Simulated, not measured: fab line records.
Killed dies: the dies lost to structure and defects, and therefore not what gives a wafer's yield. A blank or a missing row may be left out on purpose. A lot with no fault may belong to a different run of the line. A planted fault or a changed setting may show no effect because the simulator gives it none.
fab line records    flow gf180mcu    part 1 of 2: steps 1 to 30 of 39
record lots=5  wafers=15  last_day=34
route steps=602 shown M1@330 V1@335 M2@362
lots that met no fault: taken from a fault-free run of the same line
start_h: the number of hours between the record's first day and the start of the first shown wafer of the lot    wait_h: hours from the lot's prior step to this one    " as in the row above    L1.1+2: a single row standing in for several wafers    - value missing, or start not given    * or withheld: withheld    < > ~ a bound
route shown NAME@n: names a module that has steps shown in the file, with the first one's number in the route    usual: the fault-free wafers' mean and standard deviation    same: alike in all rows    chamber/n: place in a boat    sites: each site's reading    _std_site: standard deviation across them    _edge_site: mean of outer sites minus mean of inner sites    radius_mm: for every site, how far away it sits from the centre of the wafer    mask NAME#n: copy n    behind: tool/chamber where the wafer was last shaped    hold: reason for holding the lot/hours on hold/outcome of the hold    device: which transistor (n, p or np) failed to switch    end of line: the route-end tests of the same wafers    a step given without rows: its recipe and nothing more    killed: dies that structure and defects cost at the first sort, which is not the same as the wafer's yield    map: the dies of a wafer, with x for killed, . for not killed, _ for no die there
set.NAME: the setting that was run; set.NAME@STEP: the one run at that earlier step    model.NAME: the simulator's own value behind a step, which no gauge read
a table for each step, a row for each wafer; lots at some steps of the route
services: a tool's chamber out of use, with start hour (start_h, from the record's first day; less than 0 if before it), hours out, and reason
## steps
# step GF_M1_OVL_MEAS_15
# usual M1_OVL=0/4.7
lot.wafer  tool        chamber  start_h  wait_h  M1_OVL[nm]
L075.4     overlay-01  -        391.69   0.1     1
L075.5     "           -        "        "       -4
L075.6     "           -        "        "       2
L082.3     overlay-01  -        466.04   0.1     0
L082.5     "           -        "        "       6
L082.6     "           -        "        "       0
L093.1     overlay-01  -        557.74   0.1     -7
L093.4     "           -        "        "       -2
L093.5     "           -        "        "       -4
L095.1     overlay-01  -        567.33   0.1     0
L095.2     "           -        "        "       3
L095.5     "           -        "        "       2
L096.1     overlay-01  -        578.24   0.1     -4
L096.2     "           -        "        "       -9
L096.6     "           -        "        "       -2
# step GF_M1_METAL_ETCH_16
# recipe chemistry=Cl2/BCl3  mask_material=KrF  target_depth_nm=627.5  stop_on=SiO2  pressure_mtorr=8  icp_w=800  bias_w=140  Cl2_flow_sccm=80  bcl3_flow_sccm=40  time_s=104.6
# usual drypump_motor_current_A=5.5/0.37  oes_product_au=0.970/0.0058  throttle_valve_pct=28.253/0.01
lot.wafer  tool          chamber  start_h  wait_h  drypump_motor_current_A  oes_product_au  rf_hours_counter_h  throttle_valve_pct
L075.4     rie_metal-04  0        391.74   0.0     6.0                      0.967           -                   28.250
L075.5     "             1        "        "       5.4                      0.974           -                   28.255
L075.6     "             0        "        "       6.0                      0.978           -                   28.236
L082.3     rie_metal-04  1        466.10   0.1     5.4                      0.963           -                   28.256
L082.5     "             1        "        "       5.4                      0.973           -                   28.251
L082.6     "             0        "        "       6.0                      0.970           -                   28.256
L093.1     rie_metal-04  0        557.78   0.0     6.0                      0.965           7.2                 28.250
L093.4     "             1        "        "       5.4                      0.969           -                   28.259
L093.5     "             1        "        "       5.4                      0.971           -                   28.265
L095.1     rie_metal-02  0        567.37   0.0     5.3                      0.964           6.5                 28.259
L095.2     "             1        "        "       5.0                      0.976           3.4                 28.258
L095.5     "             0        "        "       5.3                      0.960           -                   28.264
L096.1     rie_metal-04  1        578.28   0.0     5.4                      0.966           9.2                 28.252
L096.2     "             0        "        "       6.0                      0.970           7.9                 28.257
L096.6     "             0        "        "       6.0                      0.973           -                   28.254
# step GF_M1_STRIP_17
# recipe chemistry=O2/N2  power_w=1400  pressure_mtorr=1500  platen_temp_c=250  o2_flow_sccm=3000  n2_flow_sccm=300  overash_fraction=0.5
# usual drypump_motor_current_A=5.5/0.49  heater_power_w=324/28  oes_product_au=0.558/0.0053  strip_time_to_endpoint_s=7.87/0.046
lot.wafer  tool             chamber  start_h  wait_h  drypump_motor_current_A  heater_power_w  oes_product_au  rf_hours_counter_h  strip_time_to_endpoint_s
L075.4     plasma_asher-02  0        391.85   0.1     5.2                      390             0.560           -                   7.94
L075.5     "                0        "        "       5.1                      381             0.562           -                   7.93
L075.6     "                1        "        "       5.7                      299             0.557           -                   7.87
L082.3     plasma_asher-01  0        466.21   0.1     6.4                      350             0.557           -                   7.88
L082.5     "                1        "        "       5.5                      318             0.560           -                   7.85
L082.6     "                0        "        "       6.4                      349             0.560           -                   7.87
L093.1     plasma_asher-01  0        557.89   0.1     6.4                      356             0.552           78                  7.84
L093.4     "                0        "        "       6.4                      343             0.563           -                   7.90
L093.5     "                0        "        "       6.4                      345             0.550           -                   7.86
L095.1     plasma_asher-01  0        567.48   0.1     6.4                      341             0.551           79                  7.80
L095.2     "                1        "        "       5.4                      316             0.558           79                  7.83
L095.5     "                0        "        "       6.4                      348             0.553           -                   7.78
L096.1     plasma_asher-02  1        578.39   0.1     5.6                      307             0.565           16                  7.90
L096.2     "                0        "        "       5.1                      384             0.560           16                  7.90
L096.6     "                1        "        "       5.7                      304             0.556           -                   7.86
# step GF_M1_STRIP_18
# recipe chemistry=post_etch_residue_remover  time_s=1200  temp_c=72.5
# usual temp_c=72.46/0.12
lot.wafer  tool          chamber  start_h  wait_h  temp_c
L075.4     wet_bench-02  0        391.92   0.0     72.31
L075.5     "             0        "        "       72.37
L075.6     "             0        "        "       72.56
L082.3     wet_bench-02  1        466.28   0.0     72.57
L082.5     "             1        "        "       72.59
L082.6     "             1        "        "       72.66
L093.1     wet_bench-02  2        557.99   0.1     72.26
L093.4     "             2        "        "       72.51
L093.5     "             2        "        "       72.27
L095.1     wet_bench-04  2        567.58   0.1     72.51
L095.2     "             2        "        "       72.43
L095.5     "             2        "        "       72.57
L096.1     wet_bench-03  3        578.49   0.1     72.28
L096.2     "             3        "        "       72.28
L096.6     "             3        "        "       72.51
# step GF_M1_CLEAN_19
# recipe chemistry=DIW  dry=n2_spin
lot.wafer   tool          chamber  start_h  wait_h
L075.4+5+6  wet_bench-03  3        392.26   0.0
L082.3+5+6  wet_bench-04  3        466.62   0.0
L093.1+4+5  wet_bench-03  1        558.40   0.0
L095.1+2+5  wet_bench-03  0        567.98   0.0
L096.1+2+6  wet_bench-04  0        578.86   0.0
# step GF_V1_CVD_00
# recipe material=SiO2  target_thk_nm=600  sigma_open_frac=0.3  temp_c=400  time_s=100  sih4_flow_sccm=60  pressure_mtorr=6
lot.wafer   tool       chamber  start_h  wait_h
L075.4+5+6  hdpcvd-01  2,1,0    392.39   0.0
L082.3+5+6  hdpcvd-02  0,0,1    466.71   0.0
L093.1+4+5  hdpcvd-02  0,1,2    558.49   0.0
L095.1+2+5  hdpcvd-01  0,2,2    568.08   0.0
L096.1+2+6  hdpcvd-01  1,2,0    578.96   0.0
# step GF_V1_THK_MEAS_01
# recipe reads=SiO2_of_V1_CVD_00
# usual V1_CVD_00_THK=599/7.4
lot.wafer  tool           chamber  start_h  wait_h  V1_CVD_00_THK[nm]
L075.4     film_metro-04  -        392.45   0.0     603
L075.5     "              -        "        "       597
L075.6     "              -        "        "       605
L082.3     film_metro-01  -        466.81   0.1     596
L082.5     "              -        "        "       603
L082.6     "              -        "        "       598
L093.1     film_metro-02  -        558.56   0.0     600
L093.4     "              -        "        "       597
L093.5     "              -        "        "       601
L095.1     film_metro-04  -        568.15   0.0     611
L095.2     "              -        "        "       604
L095.5     "              -        "        "       609
L096.1     film_metro-01  -        579.03   0.0     607
L096.2     "              -        "        "       614
L096.6     "              -        "        "       615
# step GF_V1_CVD_02
# recipe material=SiO2  target_thk_nm=850  precursor=TEOS  temp_c=400  time_s=94.851  rf_w=600
# usual heater_power_w=696/99
lot.wafer  tool      chamber  start_h  wait_h  heater_power_w
L075.4     pecvd-03  0        392.52   0.1     688
L075.5     "         1        "        "       830
L075.6     "         2        "        "       662
L082.3     pecvd-03  1        466.85   0.0     717
L082.5     "         1        "        "       777
L082.6     "         0        "        "       717
L093.1     pecvd-03  1        558.62   0.1     862
L093.4     "         0        "        "       582
L093.5     "         2        "        "       539
L095.1     pecvd-04  0        568.21   0.1     575
L095.2     "         1        "        "       785
L095.5     "         1        "        "       817
L096.1     pecvd-01  1        579.09   0.1     691
L096.2     "         2        "        "       682
L096.6     "         2        "        "       774
# step GF_V1_THK_MEAS_03
# recipe reads=SiO2_of_V1_CVD_02
# usual V1_CVD_02_THK=848/13
lot.wafer  tool           chamber  start_h  wait_h  V1_CVD_02_THK[nm]
L075.4     film_metro-02  -        392.58   0.0     847
L075.5     "              -        "        "       873
L075.6     "              -        "        "       849
L082.3     film_metro-02  -        466.93   0.1     864
L082.5     "              -        "        "       870
L082.6     "              -        "        "       852
L093.1     film_metro-04  -        558.69   0.0     839
L093.4     "              -        "        "       871
L093.5     "              -        "        "       860
L095.1     film_metro-04  -        568.28   0.0     844
L095.2     "              -        "        "       839
L095.5     "              -        "        "       849
L096.1     film_metro-04  -        579.16   0.0     842
L096.2     "              -        "        "       832
L096.6     "              -        "        "       841
# step GF_V1_CMP_04
# recipe material=SiO2  down_force_psi=4  platen_rpm=60  pad_velocity_m_s=0.94248
# usual motor_current_A=12.1/1.9  time_to_endpoint_s=81/6.4
lot.wafer  tool    chamber  start_h  wait_h  motor_current_A  time_to_endpoint_s
L075.4     cmp-01  2        392.66   0.1     9.4              83
L075.5     "       1        "        "       11.0             93
L075.6     "       2        "        "       10.1             84
L082.3     cmp-02  1        467.07   0.1     12.7             92
L082.5     "       3        "        "       15.4             85
L082.6     "       0        "        "       15.0             85
L093.4     cmp-02  1        558.80   0.1     13.1             100
L093.1     "       3        "        "       14.6             79
L093.5     "       1        "        "       12.5             93
L095.2     cmp-01  3        568.34   0.0     11.0             78
L095.1     "       0        "        "       11.5             75
L095.5     "       0        "        "       12.0             77
L096.2     cmp-01  0        579.22   0.0     11.8             77
L096.1     "       1        "        "       11.0             81
L096.6     "       1        "        "       10.5             84
# step GF_V1_BOW_MEAS_05
# recipe mode=bow
# usual V1_BOW=82/7.2
lot.wafer  tool           chamber  start_h  wait_h  V1_BOW[um]
L075.4     film_metro-01  -        392.97   0.3     76
L075.5     "              -        "        "       84
L075.6     "              -        "        "       71
L082.3     film_metro-02  -        467.31   0.2     91
L082.5     "              -        "        "       85
L082.6     "              -        "        "       86
L093.1     film_metro-02  -        559.05   0.1     84
L093.4     "              -        "        "       77
L093.5     "              -        "        "       82
L095.1     film_metro-04  -        568.64   0.2     93
L095.2     "              -        "        "       99
L095.5     "              -        "        "       79
L096.1     film_metro-02  -        579.52   0.2     77
L096.2     "              -        "        "       78
L096.6     "              -        "        "       83
# step GF_V1_DEHYDRATE_06
# recipe temp_c=200  time_s=60
lot.wafer   tool            chamber  start_h  wait_h
L075.4+5+6  litho_track-03  0        404.45   11.5
L082.3+5+6  litho_track-03  0        479.17   11.8
L093.1+4+5  litho_track-01  0        569.36   10.3
L095.1+2+5  litho_track-02  0        579.15   10.5
L096.1+2+6  litho_track-03  0        589.52   10.0
# step GF_V1_HMDS_07
# recipe prime_time_s=60  prime_temp_c=120
lot.wafer   tool            chamber  start_h  wait_h
L075.4+5+6  litho_track-03  0        404.60   0.1
L082.3+5+6  litho_track-03  0        479.32   0.1
L093.1+4+5  litho_track-01  0        569.51   0.1
L095.1+2+5  litho_track-02  0        579.30   0.1
L096.1+2+6  litho_track-03  0        589.67   0.1
# step GF_V1_COAT_08
# recipe resist=BARC  temp_c=withheld  time_s=withheld  spin_rpm=withheld  resist_thk_nm=withheld
lot.wafer   tool            chamber  start_h  wait_h
L075.4+5+6  litho_track-03  0        404.75   0.1
L082.3+5+6  litho_track-03  0        479.47   0.1
L093.1+4+5  litho_track-01  0        569.66   0.1
L095.1+2+5  litho_track-02  0        579.45   0.1
L096.1+2+6  litho_track-03  0        589.82   0.1
# step GF_V1_COAT_09
# recipe resist=KrF  spin_rpm=withheld  resist_thk_nm=1000
lot.wafer   tool            chamber  start_h  wait_h
L075.4+5+6  litho_track-03  0        -        -
L082.3+5+6  litho_track-03  0        -        -
L093.1+4+5  litho_track-01  0        -        -
L095.1+2+5  litho_track-02  0        -        -
L096.1+2+6  litho_track-03  0        -        -
# step GF_V1_SOFTBAKE_10
# recipe temp_c=130  time_s=60  resist=KrF
lot.wafer   tool            chamber  start_h  wait_h
L075.4+5+6  litho_track-03  0        -        -
L082.3+5+6  litho_track-03  0        -        -
L093.1+4+5  litho_track-01  0        -        -
L095.1+2+5  litho_track-02  0        -        -
L096.1+2+6  litho_track-03  0        -        -
# step GF_V1_EXPOSE_11
# recipe mask_id=Via1  target_cd_nm=260  na=0.68  source_shape=conventional  sigma_outer=0.6  dose_mj=38
lot.wafer   tool            chamber  start_h  wait_h  mask
L075.4+5+6  krf_scanner-01  0        -        -       Via1#0
L082.3+5+6  krf_scanner-02  0        -        -       Via1#0
L093.1+4+5  krf_scanner-02  0        -        -       Via1#0
L095.1+2+5  krf_scanner-01  0        -        -       Via1#0
L096.1+2+6  krf_scanner-01  0        -        -       Via1#0
# step GF_V1_PEB_12
# recipe peb_temp_c=135  peb_time_s=90  resist=KrF
lot.wafer   tool            chamber  start_h  wait_h
L075.4+5+6  litho_track-02  0        -        -
L082.3+5+6  litho_track-01  0        -        -
L093.1+4+5  litho_track-02  0        -        -
L095.1+2+5  litho_track-01  0        -        -
L096.1+2+6  litho_track-02  0        -        -
# step GF_V1_DEVELOP_13
# recipe develop_time_s=60  resist=KrF  dev_temp_c=21
lot.wafer   tool            chamber  start_h  wait_h
L075.4+5+6  litho_track-02  0        415.88   0.1
L082.3+5+6  litho_track-01  0        491.06   0.1
L093.1+4+5  litho_track-02  0        581.00   0.2
L095.1+2+5  litho_track-01  0        590.31   0.2
L096.1+2+6  litho_track-02  0        600.30   0.2
# step GF_V1_CD_MEAS_14
# recipe target_cd_nm=260
# usual cd_nm=259.7/1.3
lot.wafer  tool       chamber  start_h  wait_h  cd_nm
L075.4     cd_sem-02  -        416.01   0.1     257.6
L075.5     "          -        "        "       259.1
L075.6     "          -        "        "       258.2
L082.3     cd_sem-02  -        491.20   0.1     259.6
L082.5     "          -        "        "       261.4
L082.6     "          -        "        "       261.4
L093.1     cd_sem-01  -        581.15   0.1     259.0
L093.4     "          -        "        "       258.9
L093.5     "          -        "        "       260.7
L095.1     cd_sem-01  -        590.46   0.1     262.0
L095.2     "          -        "        "       260.7
L095.5     "          -        "        "       262.4
L096.1     cd_sem-02  -        600.45   0.1     260.2
L096.2     "          -        "        "       260.5
L096.6     "          -        "        "       259.6
# step GF_V1_OVL_MEAS_15
# usual V1_OVL=-2/5.3
lot.wafer  tool        chamber  start_h  wait_h  V1_OVL[nm]
L075.4     overlay-02  -        416.09   0.1     -1
L075.5     "           -        "        "       -2
L075.6     "           -        "        "       2
L082.3     overlay-02  -        491.29   0.1     1
L082.5     "           -        "        "       0
L082.6     "           -        "        "       -4
L093.1     overlay-01  -        581.27   0.1     8
L093.4     "           -        "        "       1
L093.5     "           -        "        "       10
L095.1     overlay-02  -        590.58   0.1     -13
L095.2     "           -        "        "       -2
L095.5     "           -        "        "       -8
L096.1     overlay-01  -        600.57   0.1     2
L096.2     "           -        "        "       -7
L096.6     "           -        "        "       3
# step GF_V1_ETCH_16
# recipe chemistry=N2/H2  target_depth_a=withheld  overetch_a=withheld  time_s=withheld  target=BARC  ion_energy_ev=200  source_w=500  bias_w=100  pressure_mtorr=30  n2_flow_sccm=100  h2_flow_sccm=200
# usual drypump_motor_current_A=5.9/0.48  oes_product_au=0.855/0.0047  throttle_valve_pct=13.225/0.0091
lot.wafer  tool         chamber  start_h  wait_h  drypump_motor_current_A  oes_product_au  throttle_valve_pct
L075.4     rie_diel-02  1        416.13   0.0     6.0                      0.859           13.219
L075.5     "            2        "        "       4.8                      0.855           13.215
L075.6     "            0        "        "       6.0                      0.856           13.237
L082.3     rie_diel-04  0        491.32   0.0     5.7                      0.851           13.251
L082.5     "            0        "        "       5.7                      0.858           13.232
L082.6     "            3        "        "       6.1                      0.864           13.222
L093.1     rie_diel-01  0        581.30   0.0     6.3                      0.861           13.229
L093.4     "            1        "        "       5.4                      0.856           13.228
L093.5     "            1        "        "       5.5                      0.844           13.242
L095.1     rie_diel-02  0        590.62   0.0     6.1                      0.862           13.230
L095.2     "            2        "        "       4.8                      0.851           13.215
L095.5     "            2        "        "       4.8                      0.856           13.235
L096.1     rie_diel-01  0        600.60   0.0     6.3                      0.859           13.229
L096.2     "            2        "        "       5.8                      0.855           13.228
L096.6     "            0        "        "       6.3                      0.850           13.226
# step GF_V1_ETCH_17
# recipe chemistry=C4F8/O2/Ar  mask_material=KrF  target=SiO2  stop_on=TiN  source_w=1500  bias_w=1200  pressure_mtorr=40  c4f8_flow_sccm=withheld  O2_flow_sccm=6  Ar_flow_sccm=300  time_s=withheld  target_depth_a=6300
# usual oes_product_au=0.856/0.0044
lot.wafer  tool         chamber  start_h  wait_h  oes_product_au
L075.4     rie_diel-02  1        -        -       0.858
L075.5     "            2        "        "       0.861
L075.6     "            0        "        "       0.861
L082.3     rie_diel-04  0        -        -       0.857
L082.5     "            0        "        "       0.856
L082.6     "            3        "        "       0.857
L093.1     rie_diel-01  0        -        -       0.857
L093.4     "            1        "        "       0.860
L093.5     "            1        "        "       0.863
L095.1     rie_diel-02  0        -        -       0.855
L095.2     "            2        "        "       0.850
L095.5     "            2        "        "       0.853
L096.1     rie_diel-01  0        -        -       0.857
L096.2     "            2        "        "       0.849
L096.6     "            0        "        "       0.852
# step GF_V1_STRIP_18
# recipe chemistry=O2/N2  power_w=1400  pressure_mtorr=1500  platen_temp_c=250  o2_flow_sccm=3000  n2_flow_sccm=300  overash_fraction=0.5
# usual drypump_motor_current_A=5.8/0.51  heater_power_w=352/35  oes_product_au=0.592/0.0051
lot.wafer  tool             chamber  start_h  wait_h  drypump_motor_current_A  heater_power_w  oes_product_au  rf_hours_counter_h
L075.4     plasma_asher-04  0        416.27   -       6.1                      397             0.604           -
L075.5     "                0        "        "       6.1                      408             0.603           -
L075.6     "                1        "        "       6.6                      395             0.604           -
L082.3     plasma_asher-04  1        491.48   -       6.6                      392             0.593           -
L082.5     "                1        "        "       6.6                      396             0.596           -
L082.6     "                0        "        "       6.1                      399             0.592           -
L093.1     plasma_asher-02  0        581.43   -       5.1                      386             0.598           17
L093.4     "                0        "        "       5.1                      374             0.593           -
L093.5     "                1        "        "       5.7                      310             0.591           -
L095.1     plasma_asher-04  0        590.74   -       6.1                      397             0.591           92
L095.2     "                1        "        "       6.6                      397             0.592           92
L095.5     "                0        "        "       6.1                      398             0.593           -
L096.1     plasma_asher-02  0        600.73   -       5.1                      392             0.593           19
L096.2     "                1        "        "       5.7                      310             0.591           19
L096.6     "                1        "        "       5.7                      310             0.586           -
# step GF_V1_STRIP_19
# recipe chemistry=post_etch_residue_remover  time_s=1200  temp_c=72.5
# usual temp_c=72.46/0.1
lot.wafer  tool          chamber  start_h  wait_h  temp_c
L075.4     wet_bench-01  3        416.34   0.0     72.55
L075.5     "             3        "        "       72.36
L075.6     "             3        "        "       72.58
L082.3     wet_bench-02  3        491.55   0.0     72.42
L082.5     "             3        "        "       72.40
L082.6     "             3        "        "       72.43
L093.1     wet_bench-02  0        581.53   0.1     72.44
L093.4     "             0        "        "       72.35
L093.5     "             0        "        "       72.41
L095.1     wet_bench-01  1        590.84   0.1     72.34
L095.2     "             1        "        "       72.50
L095.5     "             1        "        "       72.38
L096.1     wet_bench-01  1        600.83   0.1     72.49
L096.2     "             1        "        "       72.47
L096.6     "             1        "        "       72.37
# step GF_V1_CLEAN_20
# recipe chemistry=DIW  dry=n2_spin
lot.wafer   tool          chamber  start_h  wait_h
L075.4+5+6  wet_bench-04  2        416.68   0.0
L082.3+5+6  wet_bench-04  1        491.89   0.0
L093.1+4+5  wet_bench-01  1        581.87   0.0
L095.1+2+5  wet_bench-04  3        591.53   0.0
L096.1+2+6  wet_bench-02  0        601.17   0.0
# step GF_V1_SPUTTER_21
# recipe material=Ti  target_thk_nm=15  chamber_pressure_pa=5  power_w=2500  substrate_temp_c=200  time_s=80.02
# usual throttle_valve_pct=30.0/0.92
lot.wafer  tool            chamber  start_h  wait_h  throttle_valve_pct
L075.4     pvd_sputter-03  -        416.79   0.0     31.0
L075.5     "               -        "        "       28.9
L075.6     "               -        "        "       29.8
L082.3     pvd_sputter-03  -        492.07   0.0     29.0
L082.5     "               -        "        "       31.1
L082.6     "               -        "        "       28.8
L093.1     pvd_sputter-01  -        582.06   0.0     29.1
L093.4     "               -        "        "       31.1
L093.5     "               -        "        "       31.1
L095.1     pvd_sputter-01  -        591.62   0.0     28.9
L095.2     "               -        "        "       30.1
L095.5     "               -        "        "       28.8
L096.1     pvd_sputter-02  -        601.27   0.0     29.9
L096.2     "               -        "        "       29.1
L096.6     "               -        "        "       30.1
# step GF_V1_SPUTTER_22
# recipe material=TiN  target_thk_nm=10  chamber_pressure_pa=5  power_w=4000  time_s=40
# usual throttle_valve_pct=30.0/0.95
lot.wafer  tool            chamber  start_h  wait_h  throttle_valve_pct
L075.4     pvd_sputter-03  -        416.85   0.0     31.3
L075.5     "               -        "        "       28.9
L075.6     "               -        "        "       30.0
L082.3     pvd_sputter-03  -        492.13   0.0     28.8
L082.5     "               -        "        "       31.3
L082.6     "               -        "        "       29.1
L093.1     pvd_sputter-01  -        582.12   0.0     28.8
L093.4     "               -        "        "       31.2
L093.5     "               -        "        "       31.0
L095.1     pvd_sputter-01  -        591.68   0.0     29.0
L095.2     "               -        "        "       30.0
L095.5     "               -        "        "       28.8
L096.1     pvd_sputter-02  -        601.33   0.0     30.0
L096.2     "               -        "        "       29.0
L096.6     "               -        "        "       30.1
# step GF_V1_CVD_23
# recipe material=W  target_thk_nm=350  time_s=105.05  temp_c=400  pressure_torr=40
# usual heater_power_w=890/36
lot.wafer  tool      chamber  start_h  wait_h  heater_power_w
L075.4     cvd_w-02  0        416.92   0.1     840
L075.5     "         1        "        "       848
L075.6     "         0        "        "       865
L082.3     cvd_w-02  1        492.21   0.1     858
L082.5     "         0        "        "       856
L082.6     "         1        "        "       851
L093.1     cvd_w-02  0        582.16   0.0     848
L093.4     "         0        "        "       865
L093.5     "         0        "        "       839
L095.1     cvd_w-01  1        591.72   0.0     926
L095.2     "         0        "        "       902
L095.5     "         0        "        "       933
L096.1     cvd_w-01  1        601.37   0.0     922
L096.2     "         0        "        "       914
L096.6     "         0        "        "       927
# step GF_V1_RS_MEAS_24
# recipe thk_meas_gauge=four-point-probe  reads=W_of_V1_CVD_23+TiN_of_V1_SPUTTER_22+Ti_of_V1_SPUTTER_21
# usual V1_W_RS=0.324/0.0046
lot.wafer  tool           chamber  start_h  wait_h  V1_W_RS[ohm/sq]
L075.4     film_metro-04  -        417.06   0.1     0.328
L075.5     "              -        "        "       0.323
L075.6     "              -        "        "       0.326
L082.3     film_metro-02  -        492.32   0.1     0.314
L082.5     "              -        "        "       0.325
L082.6     "              -        "        "       0.313
L093.1     film_metro-02  -        582.27   0.1     0.321
L093.4     "              -        "        "       0.325
L093.5     "              -        "        "       0.325
L095.1     film_metro-01  -        591.83   0.1     0.322
L095.2     "              -        "        "       0.328
L095.5     "              -        "        "       0.323
L096.1     film_metro-01  -        601.48   0.1     0.326
L096.2     "              -        "        "       0.324
L096.6     "              -        "        "       0.330
